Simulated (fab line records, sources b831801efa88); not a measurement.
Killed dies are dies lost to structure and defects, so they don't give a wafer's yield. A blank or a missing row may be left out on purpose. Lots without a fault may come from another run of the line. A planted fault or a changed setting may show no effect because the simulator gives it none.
fab line records | flow gf180mcu
record lots=5 wafers=15 last_day=34
route steps=602 shown M3@410 V3@429
lots that met no fault: from a run of the same line without faults
start_h: hours from the record's first day to the start of the lot's first wafer shown | wait_h: hours since the lot's step before | " the same as in the row above | L1.1+2: a row that stands for several wafers | - no value, or no start given | * or withheld: withheld | < > ~ a bound
route shown NAME@n: a module of which the file shows steps, and the number in the route of the first | usual: mean/standard deviation of fault-free wafers | same: alike in all rows | chamber/n: place in a boat | sites: the reading at each site | _std_site: their standard deviation | _edge_site: outer sites' mean less inner sites' | radius_mm: how far each site lies from the wafer's centre | mask NAME#n: copy n | behind: the tool/chamber that last shaped the wafer | hold: why the lot was held/for how many hours/how that ended | device: the transistor (n, p or np) that didn't switch | end of line: the same wafers' tests at the end of the route | a step without rows: its recipe alone | killed: dies lost to structure and defects at the first sort, not the wafer's yield | map: a wafer's dies, x killed, . not, _ none there
set.NAME: the setting as run; set.NAME@STEP: as run at that earlier step | model.NAME: the simulator's own value behind a step, which no gauge read
lots at some steps of the route; a table a step, a row a wafer
services: from which hour (start_h, from the record's first day; less than 0 if before it) a tool's chamber was out of use, for how many hours, and why
## steps
# step GF_M3_SPUTTER_01
# recipe material=TiN target_thk_nm=30 power_w=6500 time_s=25 chamber_pressure_pa=0.4
# usual throttle_valve_pct=30.1/0.69
# same time_s=25
# columns lot.wafer tool chamber start_h wait_h throttle_valve_pct
L075.3 pvd_sputter-03 - 480.36 0.1 30.6
L075.4 " - " " 31.3
L075.5 " - " " 31.0
L077.1 pvd_sputter-01 - 497.66 0.1 29.0
L077.4 " - " " 30.2
L077.5 " - " " 28.9
L091.2 pvd_sputter-01 - 606.21 0.1 30.5
L091.3 " - " " 29.0
L091.5 " - " " 30.4
L095.3 pvd_sputter-04 - 636.50 0.1 30.8
L095.5 " - " " 29.7
L095.6 " - " " 29.8
L097.1 pvd_sputter-03 - 649.62 0.1 31.1
L097.2 " - " " 30.5
L097.4 " - " " 31.3
# step GF_M3_SPUTTER_02
# recipe material=AlCu target_thk_nm=450 power_w=10600 time_s=23.9 chamber_pressure_pa=0.4
# usual throttle_valve_pct=30.1/0.67
# same time_s=23.9
# columns lot.wafer tool chamber start_h wait_h throttle_valve_pct
L075.3 pvd_sputter-03 - 480.39 0.0 30.4
L075.4 " - " " 31.2
L075.5 " - " " 30.8
L077.1 pvd_sputter-01 - 497.69 0.0 29.1
L077.4 " - " " 30.2
L077.5 " - " " 28.9
L091.2 pvd_sputter-01 - 606.24 0.0 30.2
L091.3 " - " " 29.0
L091.5 " - " " 30.4
L095.3 pvd_sputter-04 - 636.53 0.0 30.5
L095.5 " - " " 29.8
L095.6 " - " " 29.4
L097.1 pvd_sputter-03 - 649.65 0.0 31.1
L097.2 " - " " 30.3
L097.4 " - " " 31.3
# step GF_M3_SPUTTER_03
# recipe material=Ti target_thk_nm=10 substrate_temp_c=300 chamber_pressure_pa=0.3 power_w=3000 time_s=6.7
# usual throttle_valve_pct=30.1/0.68
# same time_s=6.7
# columns lot.wafer tool chamber start_h wait_h throttle_valve_pct
L075.3 pvd_sputter-03 - 480.42 0.0 30.3
L075.4 " - " " 31.2
L075.5 " - " " 31.1
L077.1 pvd_sputter-01 - 497.72 0.0 29.0
L077.4 " - " " 30.1
L077.5 " - " " 29.1
L091.2 pvd_sputter-01 - 606.27 0.0 30.7
L091.3 " - " " 28.8
L091.5 " - " " 30.5
L095.3 pvd_sputter-04 - 636.56 0.0 30.4
L095.5 " - " " 29.7
L095.6 " - " " 30.2
L097.1 pvd_sputter-03 - 649.68 0.0 31.2
L097.2 " - " " 30.2
L097.4 " - " " 31.2
# step GF_M3_SPUTTER_04
# recipe material=TiN target_thk_nm=50 power_w=6500 time_s=41.7 chamber_pressure_pa=0.4
# usual throttle_valve_pct=30.2/0.68
# same time_s=41.7
# columns lot.wafer tool chamber start_h wait_h throttle_valve_pct
L075.3 pvd_sputter-03 - 480.44 0.0 30.3
L075.4 " - " " 31.2
L075.5 " - " " 31.3
L077.1 pvd_sputter-01 - 497.74 0.0 29.0
L077.4 " - " " 30.4
L077.5 " - " " 29.3
L091.2 pvd_sputter-01 - 606.29 0.0 30.6
L091.3 " - " " 29.2
L091.5 " - " " 30.6
L095.3 pvd_sputter-04 - 636.58 0.0 30.8
L095.5 " - " " 29.8
L095.6 " - " " 29.6
L097.1 pvd_sputter-03 - 649.70 0.0 31.1
L097.2 " - " " 30.4
L097.4 " - " " 31.3
# step GF_M3_RS_MEAS_05
# recipe thk_meas_gauge=four-point-probe reads=TiN_of_M3_SPUTTER_04+Ti_of_M3_SPUTTER_03+AlCu_of_M3_SPUTTER_02+TiN_of_M3_SPUTTER_01+Ti_of_M3_SPUTTER_00
# usual M3_ALCU_RS=0.0693/0.00097
# columns lot.wafer tool chamber start_h wait_h M3_ALCU_RS[ohm/sq]
L075.3 film_metro-04 - 480.52 0.1 0.0707
L075.4 " - " " 0.0703
L075.5 " - " " 0.0717
L077.1 film_metro-01 - 497.78 0.0 0.0699
L077.4 " - " " 0.0688
L077.5 " - " " 0.0686
L091.2 film_metro-02 - 606.35 0.0 0.0686
L091.3 " - " " 0.0681
L091.5 " - " " 0.0700
L095.3 film_metro-04 - 636.66 0.1 0.0708
L095.5 " - " " 0.0704
L095.6 " - " " 0.0709
L097.1 film_metro-01 - 649.74 0.0 0.0706
L097.2 " - " " 0.0695
L097.4 " - " " 0.0696
# step GF_M3_THK_MEAS_06
# recipe thk_meas_gauge=xrf reads=AlCu_of_M3_SPUTTER_02
# usual M3_ALCU_THK=450/6.5
# columns lot.wafer tool chamber start_h wait_h M3_ALCU_THK[nm]
L075.3 film_metro-04 - 480.62 0.1 440
L075.4 " - " " 443
L075.5 " - " " 436
L077.1 film_metro-01 - 497.90 0.1 448
L077.4 " - " " 460
L077.5 " - " " 455
L091.2 film_metro-02 - 606.46 0.1 453
L091.3 " - " " 459
L091.5 " - " " 447
L095.3 film_metro-04 - 636.76 0.1 441
L095.5 " - " " 444
L095.6 " - " " 439
L097.1 film_metro-01 - 649.86 0.1 446
L097.2 " - " " 452
L097.4 " - " " 452
# step GF_M3_DEHYDRATE_07
# recipe temp_c=200 time_s=60
# same time_s=60
# columns lot.wafer tool chamber start_h wait_h
L075.3+4+5 litho_track-01 0 491.79 11.2
L077.1+4+5 litho_track-01 0 509.24 11.3
L091.2+3+5 litho_track-03 0 616.23 9.8
L095.3+5+6 litho_track-03 0 646.20 9.4
L097.1+2+4 litho_track-03 0 658.75 8.9
# step GF_M3_HMDS_08
# recipe prime_time_s=60 prime_temp_c=120
# columns lot.wafer tool chamber start_h wait_h
L075.3+4+5 litho_track-01 0 491.94 0.1
L077.1+4+5 litho_track-01 0 509.39 0.1
L091.2+3+5 litho_track-03 0 616.38 0.1
L095.3+5+6 litho_track-03 0 646.35 0.1
L097.1+2+4 litho_track-03 0 658.90 0.1
# step GF_M3_COAT_09
# recipe resist=KrF spin_rpm=withheld resist_thk_nm=1000
# columns lot.wafer tool chamber start_h wait_h
L075.3+4+5 litho_track-01 0 492.09 0.1
L077.1+4+5 litho_track-01 0 509.54 0.1
L091.2+3+5 litho_track-03 0 616.53 0.1
L095.3+5+6 litho_track-03 0 646.50 0.1
L097.1+2+4 litho_track-03 0 659.05 0.1
# step GF_M3_SOFTBAKE_10
# recipe temp_c=130 time_s=60 resist=KrF
# same time_s=60
# columns lot.wafer tool chamber start_h wait_h
L075.3+4+5 litho_track-01 0 492.24 0.1
L077.1+4+5 litho_track-01 0 509.69 0.1
L091.2+3+5 litho_track-03 0 616.68 0.1
L095.3+5+6 litho_track-03 0 646.65 0.1
L097.1+2+4 litho_track-03 0 659.20 0.1
# step GF_M3_EXPOSE_11
# recipe mask_id=Metal3 target_cd_nm=280 na=0.68 source_shape=conventional sigma_outer=0.6 dose_mj=28
# usual focus_offset_nm=0.0/0.52
# columns lot.wafer tool chamber start_h wait_h mask focus_offset_nm
L075.3 krf_scanner-01 0 - - Metal3#0 -0.9
L075.4 " 0 " " Metal3#0 -0.6
L075.5 " 0 " " Metal3#0 -0.7
L077.1 krf_scanner-01 0 - - Metal3#0 -0.6
L077.4 " 0 " " Metal3#0 -0.6
L077.5 " 0 " " Metal3#0 -0.4
L091.2 krf_scanner-01 0 - - Metal3#0 0.2
L091.3 " 0 " " Metal3#0 0.4
L091.5 " 0 " " Metal3#0 0.8
L095.3 krf_scanner-02 0 - - Metal3#0 -0.5
L095.5 " 0 " " Metal3#0 0.2
L095.6 " 0 " " Metal3#0 0.8
L097.1 krf_scanner-01 0 - - Metal3#0 0.1
L097.2 " 0 " " Metal3#0 0.3
L097.4 " 0 " " Metal3#0 0.7
# step GF_M3_PEB_12
# recipe peb_temp_c=135 peb_time_s=90 resist=KrF
# columns lot.wafer tool chamber start_h wait_h
L075.3+4+5 litho_track-01 0 - -
L077.1+4+5 litho_track-02 0 - -
L091.2+3+5 litho_track-02 0 - -
L095.3+5+6 litho_track-01 0 - -
L097.1+2+4 litho_track-03 0 - -
# step GF_M3_DEVELOP_13
# recipe develop_time_s=60 dev_temp_c=21
# columns lot.wafer tool chamber start_h wait_h
L075.3+4+5 litho_track-01 0 504.09 0.1
L077.1+4+5 litho_track-02 0 520.75 0.2
L091.2+3+5 litho_track-02 0 626.87 0.2
L095.3+5+6 litho_track-01 0 656.28 0.1
L097.1+2+4 litho_track-03 0 669.70 0.2
# step GF_M3_CD_MEAS_14
# recipe target_cd_nm=280
# usual cd_nm=280.2/1.3
# columns lot.wafer tool chamber start_h wait_h cd_nm
L075.3 cd_sem-02 - 504.23 0.1 281.3
L075.4 " - " " 281.1
L075.5 " - " " 280.2
L077.1 cd_sem-02 - 520.90 0.1 278.7
L077.4 " - " " 278.6
L077.5 " - " " 279.1
L091.2 cd_sem-01 - 627.02 0.1 280.3
L091.3 " - " " 279.2
L091.5 " - " " 278.3
L095.3 cd_sem-02 - 656.42 0.1 282.0
L095.5 " - " " 281.2
L095.6 " - " " 281.5
L097.1 cd_sem-01 - 669.85 0.1 280.6
L097.2 " - " " 280.8
L097.4 " - " " 281.0
# step GF_M3_OVL_MEAS_15
# usual M3_OVL=-4/6.4
# columns lot.wafer tool chamber start_h wait_h M3_OVL[nm]
L075.3 overlay-01 - 504.32 0.1 4
L075.4 " - " " -5
L075.5 " - " " 0
L077.1 overlay-02 - 521.02 0.1 3
L077.4 " - " " -13
L077.5 " - " " -4
L091.2 overlay-01 - 627.12 0.1 3
L091.3 " - " " -12
L091.5 " - " " -14
L095.3 overlay-02 - 656.52 0.1 -3
L095.5 " - " " 6
L095.6 " - " " 1
L097.1 overlay-02 - 669.97 0.1 0
L097.2 " - " " -14
L097.4 " - " " -14
# step GF_M3_METAL_ETCH_16
# recipe chemistry=Cl2/BCl3 mask_material=KrF target_depth_nm=750.8 stop_on=SiO2 pressure_mtorr=8 icp_w=800 bias_w=140 Cl2_flow_sccm=80 bcl3_flow_sccm=40 time_s=125.1
# usual bcl3_flow_sccm=39.99/0.13 drypump_motor_current_A=5.8/0.65 oes_product_au=0.989/0.006 throttle_valve_pct=28.231/0.011
# same time_s=125.1
# columns lot.wafer tool chamber start_h wait_h bcl3_flow_sccm drypump_motor_current_A oes_product_au rf_hours_counter_h throttle_valve_pct
L075.3 rie_metal-03 0 504.39 0.1 40.01 6.4 0.996 - 28.215
L075.4 " 1 " " 40.06 4.9 0.996 - 28.234
L075.5 " 1 " " 40.24 4.9 0.993 - 28.233
L077.1 rie_metal-03 0 521.06 0.0 39.90 6.4 0.991 5 28.221
L077.4 " 1 " " 40.02 4.9 0.994 - 28.224
L077.5 " 0 " " 39.90 6.4 0.994 - 28.226
L091.2 rie_metal-03 0 627.15 0.0 40.29 6.4 0.997 9 28.239
L091.3 " 1 " " 39.97 4.8 0.996 - 28.225
L091.5 " 1 " " 40.09 4.9 0.990 - 28.229
L095.3 rie_metal-03 0 656.58 0.1 39.98 6.4 0.988 - 28.224
L095.5 " 0 " " 39.82 6.4 0.989 - 28.203
L095.6 " 1 " " 39.81 4.8 0.984 - 28.258
L097.1 rie_metal-04 0 670.01 0.0 40.17 6.5 0.992 7 28.231
L097.2 " 1 " " 39.77 5.3 0.988 2 28.252
L097.4 " 1 " " 39.78 5.4 0.995 - 28.226
# step GF_M3_STRIP_17
# recipe chemistry=O2/N2 power_w=1400 pressure_mtorr=1500 platen_temp_c=250 o2_flow_sccm=3000 n2_flow_sccm=300 overash_fraction=0.5
# usual drypump_motor_current_A=6.0/0.41 heater_power_w=333/12 oes_product_au=0.538/0.0055 strip_time_to_endpoint_s=7.40/0.055
# columns lot.wafer tool chamber start_h wait_h drypump_motor_current_A heater_power_w oes_product_au rf_hours_counter_h strip_time_to_endpoint_s
L075.3 plasma_asher-03 0 504.50 0.1 6.1 315 0.540 - 7.37
L075.4 " 1 " " 5.6 334 0.543 - 7.46
L075.5 " 0 " " 6.1 319 0.535 - 7.43
L077.1 plasma_asher-04 1 521.18 0.1 6.6 334 0.539 40 7.41
L077.4 " 0 " " 6.0 326 0.538 - 7.48
L077.5 " 1 " " 6.6 322 0.532 - 7.42
L091.2 plasma_asher-02 1 627.28 0.1 6.4 338 0.542 86 7.40
L091.3 " 1 " " 6.4 340 0.538 - 7.36
L091.5 " 0 " " 5.4 351 0.546 - 7.43
L095.3 plasma_asher-02 0 656.70 0.1 5.4 353 0.533 - 7.32
L095.5 " 0 " " 5.4 351 0.534 - 7.29
L095.6 " 1 " " 6.4 345 0.545 - 7.50
L097.1 plasma_asher-03 1 670.14 0.1 5.6 326 0.534 26 7.38
L097.2 " 0 " " 6.1 323 0.542 26 7.39
L097.4 " 0 " " 6.1 316 0.533 - 7.39
# step GF_M3_STRIP_18
# recipe chemistry=post_etch_residue_remover time_s=1200 temp_c=72.5
# same time_s=1200
# columns lot.wafer tool chamber start_h wait_h
L075.3+4+5 wet_bench-01 3 504.57 0.0
L077.1+4+5 wet_bench-01 2 521.28 0.1
L091.2+3+5 wet_bench-03 1 627.38 0.1
L095.3+5+6 wet_bench-02 0 656.77 0.0
L097.1+2+4 wet_bench-03 0 670.24 0.1
# step GF_M3_CLEAN_19
# recipe chemistry=DIW dry=n2_spin
# columns lot.wafer tool chamber start_h wait_h
L075.3+4+5 wet_bench-03 2 504.91 0.0
L077.1+4+5 wet_bench-02 0 521.63 0.0
L091.2+3+5 wet_bench-01 1 627.72 0.0
L095.3+5+6 wet_bench-03 3 657.11 0.0
L097.1+2+4 wet_bench-02 3 670.58 0.0
# step GF_V3_CVD_00
# recipe material=SiO2 target_thk_nm=600 sigma_open_frac=0.3 temp_c=400 time_s=100 sih4_flow_sccm=60 pressure_mtorr=6
# same time_s=100
# columns lot.wafer tool chamber start_h wait_h
L075.3+4+5 hdpcvd-02 2,1,0 505.00 0.0
L077.1+4+5 hdpcvd-02 0,0,1 521.72 0.0
L091.2+3+5 hdpcvd-02 1,0,2 627.82 0.0
L095.3+5+6 hdpcvd-02 1,1,0 657.24 0.0
L097.1+2+4 hdpcvd-02 2,1,0 670.67 0.0
# step GF_V3_THK_MEAS_01
# recipe reads=SiO2_of_V3_CVD_00
# usual V3_CVD_00_THK=600/6.7
# columns lot.wafer tool chamber start_h wait_h V3_CVD_00_THK[nm]
L075.3 film_metro-02 - 505.10 0.1 603
L075.4 " - " " 604
L075.5 " - " " 609
L077.1 film_metro-01 - 521.79 0.0 601
L077.4 " - " " 603
L077.5 " - " " 612
L091.2 film_metro-03 - 627.91 0.0 596
L091.3 " - " " 605
L091.5 " - " " 599
L095.3 film_metro-01 - 657.33 0.1 590
L095.5 " - " " 592
L095.6 " - " " 607
L097.1 film_metro-03 - 670.74 0.0 589
L097.2 " - " " 590
L097.4 " - " " 601
# step GF_V3_CVD_02
# recipe material=SiO2 target_thk_nm=850 precursor=TEOS temp_c=400 time_s=94.851 rf_w=600
# usual heater_power_w=609/86
# same time_s=94.851
# columns lot.wafer tool chamber start_h wait_h heater_power_w
L075.3 pecvd-03 1 505.14 0.0 578
L075.4 " 2 " " 533
L075.5 " 1 " " 648
L077.1 pecvd-03 0 521.85 0.1 678
L077.4 " 1 " " 659
L077.5 " 0 " " 702
L091.2 pecvd-02 1 627.96 0.0 552
L091.3 " 0 " " 582
L091.5 " 1 " " 564
L095.3 pecvd-02 0 657.37 0.0 619
L095.5 " 1 " " 536
L095.6 " 0 " " 647
L097.1 pecvd-03 1 670.80 0.1 692
L097.2 " 2 " " 469
L097.4 " 2 " " 502
# step GF_V3_THK_MEAS_03
# recipe reads=SiO2_of_V3_CVD_02
# usual V3_CVD_02_THK=850/14
# columns lot.wafer tool chamber start_h wait_h V3_CVD_02_THK[nm]
L075.3 film_metro-02 - 505.23 0.1 843
L075.4 " - " " 842
L075.5 " - " " 861
L077.1 film_metro-02 - 521.92 0.0 865
L077.4 " - " " 866
L077.5 " - " " 870
L091.2 film_metro-01 - 628.04 0.0 843
L091.3 " - " " 829
L091.5 " - " " 860
L095.3 film_metro-02 - 657.46 0.1 821
L095.5 " - " " 868
L095.6 " - " " 830
L097.1 film_metro-01 - 670.87 0.0 873
L097.2 " - " " 859
L097.4 " - " " 872
# step GF_V3_CMP_04
# recipe material=SiO2 down_force_psi=4 platen_rpm=61.4 pad_velocity_m_s=0.94248
# usual motor_current_A=12.6/1.4 platen_rpm=61.40/0.042 slurry_flow_ml_min=150.0/0.51 time_to_endpoint_s=79/7.3
# columns lot.wafer tool chamber start_h wait_h motor_current_A platen_rpm slurry_flow_ml_min time_to_endpoint_s
L075.3 cmp-01 1 505.33 0.1 12.1 61.41 150.3 77
L075.4 " 2 " " 14.9 61.33 149.5 78
L075.5 " 0 " " 11.8 61.37 150.2 78
L077.4 cmp-02 1 521.98 0.0 12.0 61.40 149.5 92
L077.1 " 2 " " 10.8 61.43 150.1 85
L077.5 " 1 " " 11.6 61.37 149.7 90
L091.2 cmp-01 3 628.09 0.0 14.9 61.39 150.6 80
L091.3 " 0 " " 12.0 61.44 150.5 70
L091.5 " 3 " " 14.7 61.42 150.6 87
L095.3 cmp-01 0 657.50 0.0 11.9 61.43 149.5 70
L095.6 " 0 " " 12.6 61.43 150.0 73
L095.5 " 1 " " 12.3 61.39 149.6 88
L097.4 cmp-01 2 670.93 0.0 13.9 61.41 149.5 97
L097.2 " 3 " " 14.4 61.40 150.0 93
L097.1 " 1 " " 12.3 61.35 150.0 94
# step GF_V3_BOW_MEAS_05
# recipe mode=bow
# usual V3_BOW=117/7.7
# columns lot.wafer tool chamber start_h wait_h V3_BOW[um]
L075.3 film_metro-01 - 505.62 0.2 128
L075.4 " - " " 130
L075.5 " - " " 116
L077.1 film_metro-03 - 522.28 0.2 113
L077.4 " - " " 108
L077.5 " - " " 110
L091.2 film_metro-01 - 628.41 0.3 110
L091.3 " - " " 116
L091.5 " - " " 120
L095.3 film_metro-01 - 657.84 0.3 108
L095.5 " - " " 99
L095.6 " - " " 103
L097.1 film_metro-02 - 671.26 0.1 124
L097.2 " - " " 114
L097.4 " - " " 123
# step GF_V3_DEHYDRATE_06
# recipe temp_c=200 time_s=60
# same time_s=60
# columns lot.wafer tool chamber start_h wait_h
L075.3+4+5 litho_track-01 0 516.39 10.7
L077.1+4+5 litho_track-02 0 533.25 10.9
L091.2+3+5 litho_track-02 0 638.17 9.7
L095.3+5+6 litho_track-01 0 666.83 9.0
L097.1+2+4 litho_track-04 0 679.70 8.4
# step GF_V3_HMDS_07
# recipe prime_time_s=60 prime_temp_c=120
# columns lot.wafer tool chamber start_h wait_h
L075.3+4+5 litho_track-01 0 516.54 0.1
L077.1+4+5 litho_track-02 0 533.40 0.1
L091.2+3+5 litho_track-02 0 638.32 0.1
L095.3+5+6 litho_track-01 0 666.98 0.1
L097.1+2+4 litho_track-04 0 679.85 0.1
# step GF_V3_COAT_08
# recipe resist=BARC temp_c=withheld time_s=withheld spin_rpm=withheld resist_thk_nm=withheld
# columns lot.wafer tool chamber start_h wait_h
L075.3+4+5 litho_track-01 0 516.69 0.1
L077.1+4+5 litho_track-02 0 533.55 0.1
L091.2+3+5 litho_track-02 0 638.47 0.1
L095.3+5+6 litho_track-01 0 667.13 0.1
L097.1+2+4 litho_track-04 0 680.00 0.1
# step GF_V3_COAT_09
# recipe resist=KrF spin_rpm=withheld resist_thk_nm=1000
# columns lot.wafer tool chamber start_h wait_h
L075.3+4+5 litho_track-01 0 - -
L077.1+4+5 litho_track-02 0 - -
L091.2+3+5 litho_track-02 0 - -
L095.3+5+6 litho_track-01 0 - -
L097.1+2+4 litho_track-04 0 - -
# step GF_V3_SOFTBAKE_10
# recipe temp_c=130 time_s=60 resist=KrF
# same time_s=60
# columns lot.wafer tool chamber start_h wait_h
L075.3+4+5 litho_track-01 0 - -
L077.1+4+5 litho_track-02 0 - -
L091.2+3+5 litho_track-02 0 - -
L095.3+5+6 litho_track-01 0 - -
L097.1+2+4 litho_track-04 0 - -
# step GF_V3_EXPOSE_11
# recipe mask_id=Via3 target_cd_nm=260 na=0.68 source_shape=conventional sigma_outer=0.6 dose_mj=38
# usual focus_offset_nm=0.0/0.51
# columns lot.wafer tool chamber start_h wait_h mask focus_offset_nm
L075.3 krf_scanner-02 0 - - Via3#0 -0.2
L075.4 " 0 " " Via3#0 0.2
L075.5 " 0 " " Via3#0 0.2
L077.1 krf_scanner-02 0 - - Via3#0 -0.5
L077.4 " 0 " " Via3#0 -0.7
L077.5 " 0 " " Via3#0 0.2
L091.2 krf_scanner-02 0 - - Via3#0 0.1
L091.3 " 0 " " Via3#0 0.0
L091.5 " 0 " " Via3#0 -0.2
L095.3 krf_scanner-02 0 - - Via3#0 -0.8
L095.5 " 0 " " Via3#0 -0.3
L095.6 " 0 " " Via3#0 -0.2
L097.1 krf_scanner-01 0 - - Via3#0 -0.1
L097.2 " 0 " " Via3#0 -0.2
L097.4 " 0 " " Via3#0 -0.3
# step GF_V3_PEB_12
# recipe peb_temp_c=135 peb_time_s=90 resist=KrF
# columns lot.wafer tool chamber start_h wait_h
L075.3+4+5 litho_track-02 0 - -
L077.1+4+5 litho_track-04 0 - -
L091.2+3+5 litho_track-02 0 - -
L095.3+5+6 litho_track-01 0 - -
L097.1+2+4 litho_track-04 0 - -
# step GF_V3_DEVELOP_13
# recipe develop_time_s=60 resist=KrF dev_temp_c=21
# columns lot.wafer tool chamber start_h wait_h
L075.3+4+5 litho_track-02 0 528.50 0.1
L077.1+4+5 litho_track-04 0 544.75 0.2
L091.2+3+5 litho_track-02 0 648.52 0.2
L095.3+5+6 litho_track-01 0 677.18 0.1
L097.1+2+4 litho_track-04 0 689.30 0.2
# step GF_V3_CD_MEAS_14
# recipe target_cd_nm=260
# usual cd_nm=259.4/1.1
# columns lot.wafer tool chamber start_h wait_h cd_nm
L075.3 cd_sem-01 - 528.64 0.1 258.7
L075.4 " - " " 258.7
L075.5 " - " " 258.4
L077.1 cd_sem-02 - 544.90 0.1 260.1
L077.4 " - " " 259.6
L077.5 " - " " 258.4
L091.2 cd_sem-02 - 648.67 0.1 258.3
L091.3 " - " " 259.3
L091.5 " - " " 259.9
L095.3 cd_sem-02 - 677.32 0.1 260.7
L095.5 " - " " 261.4
L095.6 " - " " 259.6
L097.1 cd_sem-02 - 689.45 0.1 260.3
L097.2 " - " " 260.7
L097.4 " - " " 259.8
# step GF_V3_OVL_MEAS_15
# usual V3_OVL=-3/4.9
# columns lot.wafer tool chamber start_h wait_h V3_OVL[nm]
L075.3 overlay-02 - 528.73 0.1 -2
L075.4 " - " " -6
L075.5 " - " " -3
L077.1 overlay-01 - 545.02 0.1 -2
L077.4 " - " " -1
L077.5 " - " " -10
L091.2 overlay-02 - 648.77 0.1 6
L091.3 " - " " 3
L091.5 " - " " 2
L095.3 overlay-02 - 677.42 0.1 -10
L095.5 " - " " -5
L095.6 " - " " -1
L097.1 overlay-01 - 689.57 0.1 -1
L097.2 " - " " -3
L097.4 " - " " -12
# step GF_V3_ETCH_16
# recipe chemistry=N2/H2 target_depth_a=withheld overetch_a=withheld time_s=withheld target=BARC ion_energy_ev=200 source_w=500 bias_w=100 pressure_mtorr=30 n2_flow_sccm=100 h2_flow_sccm=200
# usual drypump_motor_current_A=5.7/0.34 oes_product_au=0.856/0.0047 throttle_valve_pct=13.225/0.0095
# columns lot.wafer tool chamber start_h wait_h drypump_motor_current_A oes_product_au throttle_valve_pct
L075.3 rie_diel-04 3 528.75 0.0 5.8 0.853 13.212
L075.4 " 1 " " 5.9 0.859 13.220
L075.5 " 3 " " 5.8 0.854 13.207
L077.1 rie_diel-03 3 545.05 0.0 6.1 0.858 13.223
L077.4 " 2 " " 6.1 0.870 13.209
L077.5 " 1 " " 5.8 0.859 13.226
L091.2 rie_diel-04 1 648.80 0.0 5.9 0.862 13.215
L091.3 " 3 " " 5.7 0.851 13.227
L091.5 " 2 " " 5.4 0.846 13.221
L095.3 rie_diel-04 2 677.44 0.0 5.4 0.862 13.220
L095.5 " 3 " " 5.8 0.851 13.204
L095.6 " 2 " " 5.4 0.850 13.211
L097.1 rie_diel-03 0 689.60 0.0 5.3 0.860 13.236
L097.2 " 1 " " 5.8 0.860 13.211
L097.4 " 3 " " 6.1 0.859 13.228
# step GF_V3_ETCH_17
# recipe chemistry=C4F8/O2/Ar mask_material=KrF target=SiO2 stop_on=TiN source_w=1500 bias_w=1200 pressure_mtorr=40 c4f8_flow_sccm=withheld O2_flow_sccm=6 Ar_flow_sccm=300 time_s=withheld target_depth_a=6350
# usual oes_product_au=0.856/0.0047
# columns lot.wafer tool chamber start_h wait_h oes_product_au
L075.3 rie_diel-04 3 - - 0.861
L075.4 " 1 " " 0.857
L075.5 " 3 " " 0.859
L077.1 rie_diel-03 3 - - 0.844
L077.4 " 2 " " 0.858
L077.5 " 1 " " 0.846
L091.2 rie_diel-04 1 - - 0.850
L091.3 " 3 " " 0.856
L091.5 " 2 " " 0.857
L095.3 rie_diel-04 2 - - 0.853
L095.5 " 3 " " 0.857
L095.6 " 2 " " 0.854
L097.1 rie_diel-03 0 - - 0.864
L097.2 " 1 " " 0.856
L097.4 " 3 " " 0.857
# step GF_V3_STRIP_18
# recipe chemistry=O2/N2 power_w=1400 pressure_mtorr=1500 platen_temp_c=250 o2_flow_sccm=3000 n2_flow_sccm=300 overash_fraction=0.5
# usual drypump_motor_current_A=5.9/0.4 heater_power_w=328/8.5 oes_product_au=0.593/0.0052
# columns lot.wafer tool chamber start_h wait_h drypump_motor_current_A heater_power_w oes_product_au rf_hours_counter_h
L075.3 plasma_asher-03 0 528.92 - 6.1 324 0.595 -
L075.4 " 1 " " 5.6 331 0.581 -
L075.5 " 0 " " 6.1 312 0.596 -
L077.1 plasma_asher-04 0 545.18 - 6.0 338 0.583 43
L077.4 " 1 " " 6.6 332 0.595 -
L077.5 " 0 " " 5.9 334 0.596 -
L091.2 plasma_asher-03 1 648.93 - 5.6 333 0.589 24
L091.3 " 1 " " 5.6 325 0.590 -
L091.5 " 0 " " 6.1 324 0.592 -
L095.3 plasma_asher-03 0 677.60 - 6.1 321 0.590 -
L095.5 " 1 " " 5.6 328 0.588 -
L095.6 " 0 " " 6.1 322 0.590 -
L097.1 plasma_asher-01 0 689.73 - 5.5 327 0.598 105
L097.2 " 1 " " 5.4 348 0.592 105
L097.4 " 0 " " 5.5 324 0.599 -
# step GF_V3_STRIP_19
# recipe chemistry=post_etch_residue_remover time_s=1200 temp_c=72.5
# same time_s=1200
# columns lot.wafer tool chamber start_h wait_h
L075.3+4+5 wet_bench-04 0 528.98 0.0
L077.1+4+5 wet_bench-02 3 545.28 0.1
L091.2+3+5 wet_bench-04 1 649.03 0.1
L095.3+5+6 wet_bench-04 1 677.67 0.0
L097.1+2+4 wet_bench-02 2 689.83 0.1
# step GF_V3_CLEAN_20
# recipe chemistry=DIW dry=n2_spin
# columns lot.wafer tool chamber start_h wait_h
L075.3+4+5 wet_bench-04 3 529.33 0.0
L077.1+4+5 wet_bench-04 1 545.62 0.0
L091.2+3+5 wet_bench-02 3 649.41 0.0
L095.3+5+6 wet_bench-01 0 678.01 0.0
L097.1+2+4 wet_bench-04 3 690.17 0.0
# step GF_V3_SPUTTER_21
# recipe material=Ti target_thk_nm=15 chamber_pressure_pa=5 power_w=2500 substrate_temp_c=200 time_s=80.02
# usual throttle_valve_pct=29.7/0.84
# same time_s=80.02
# columns lot.wafer tool chamber start_h wait_h throttle_valve_pct
L075.3 pvd_sputter-02 - 529.42 0.0 30.0
L075.4 " - " " 27.7
L075.5 " - " " 29.6
L077.1 pvd_sputter-04 - 545.72 0.0 29.7
L077.4 " - " " 29.6
L077.5 " - " " 30.7
L091.2 pvd_sputter-04 - 649.51 0.0 29.6
L091.3 " - " " 30.7
L091.5 " - " " 30.6
L095.3 pvd_sputter-02 - 678.11 0.0 27.9
L095.5 " - " " 29.7
L095.6 " - " " 27.6
L097.1 pvd_sputter-02 - 690.26 0.0 29.5
L097.2 " - " " 29.8
L097.4 " - " " 29.9
## services
# columns tool chamber start_h hours kind
wet_bench-02 - 463.52 11.3 repair
pvd_sputter-01 - 463.74 5.0 repair
pvd_sputter-03 - 471.36 2.3 repair
krf_scanner-01 - 481.41 4.2 repair
pvd_sputter-04 - 491.11 1.5 repair
krf_scanner-02 - 500.59 1.0 pm
rie_diel-04 2 511.41 16.8 repair
krf_scanner-02 - 515.19 1.3 pm
hdpcvd-02 - 524.61 0.6 repair
krf_scanner-01 - 536.14 0.9 repair
krf_scanner-01 - 540.78 1.0 pm
rie_diel-04 3 556.80 5.1 repair
krf_scanner-01 - 566.70 0.8 pm
krf_scanner-01 - 569.04 1.3 pm
pvd_sputter-04 - 572.58 6.7 repair
pvd_sputter-04 - 592.20 2.5 repair
krf_scanner-01 - 596.88 4.0 pm
krf_scanner-02 - 600.90 0.8 pm
krf_scanner-01 - 601.65 0.8 pm
plasma_asher-03 - 605.83 3.7 repair
krf_scanner-01 - 612.58 1.9 repair
krf_scanner-02 - 633.36 1.8 repair
pvd_sputter-03 - 635.11 3.2 repair
hdpcvd-02 2 647.07 21.6 repair
## key
fault none
